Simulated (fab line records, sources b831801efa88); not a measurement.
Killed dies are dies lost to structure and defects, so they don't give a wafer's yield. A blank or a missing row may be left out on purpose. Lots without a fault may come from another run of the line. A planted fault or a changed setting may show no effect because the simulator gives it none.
One fault seen from 2 desks | flow sky130 | each desk has only its own numbers; what lay behind them comes last

THE TOOL OWNER'S DESK: wet_bench-01
The tool's own readings at SKY_FIELD_ISO_WET_ETCH_18 (etches Si3N4 in H3PO4, target depth 25 nm, time 286 s): means of the sampled wafers that have a number, for each lot that ran on this tool. A lot is out of limits, marked OUT, if its mean lies more than 4 standard deviations from the usual mean; the brackets give that distance.
Columns: A = run_length_s at SKY_FIELD_ISO_WET_ETCH_18, usual 314 s
lot  | first seen here | A
L496 | day 2 04:17     | 320
L517 | day 6 21:43     | 524 (+64) OUT
This desk's finding: out of limits on L517; first on L517, day 6 21:43 (run_length_s at SKY_FIELD_ISO_WET_ETCH_18). In limits: L496.

THE METROLOGY DESK
What the gauges read, lot by lot, whatever tool the lot ran on: means of the sampled wafers that have a number. A lot is out of limits, marked OUT, if its mean lies more than 4 standard deviations from the usual mean; the brackets give that distance.
Columns: A = cd_nm at SKY_FIELD_ISO_CD_MEAS_13, usual 149.9 nm; B = FIELD_ISO_OXIDATION_01_THK at SKY_FIELD_ISO_THK_MEAS_23, usual 9.91 nm; C = FIELD_ISO_CVD_24_THK at SKY_FIELD_ISO_THK_MEAS_25, usual 591 nm
lot  | first seen here | A     | B     | C
L496 | day 2 03:53     | 150.9 | 9.89  | 595
L504 | day 4 03:09     | 148.4 | 10.11 | 597
L513 | day 5 20:28     | 150.9 | 10.22 | 589
L517 | day 6 21:20     | 151.7 | 9.61  | 586
L519 | day 7 05:46     | 149.2 | 9.98  | 590
This desk's finding: nothing out of limits on any of the 5 lots.

PUT TOGETHER
The tool owner's desk could have raised an alarm at day 6 21:43, on L517.
The metrology desk saw nothing out of limits.
The metrology desk has L517 on record, within its limits.
Of the lots named, all ran SKY_FIELD_ISO_WET_ETCH_18 on wet_bench-01.

WHAT THE SIMULATOR HAD PUT IN
Process parameter drift: wet_bench-01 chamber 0, from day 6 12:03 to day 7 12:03, at SKY_FIELD_ISO_WET_ETCH_18. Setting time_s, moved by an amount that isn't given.
Lots struck among those shown: L517.
Hours from the fault's start to each desk's first reading out of limits: the tool owner's desk, 10.
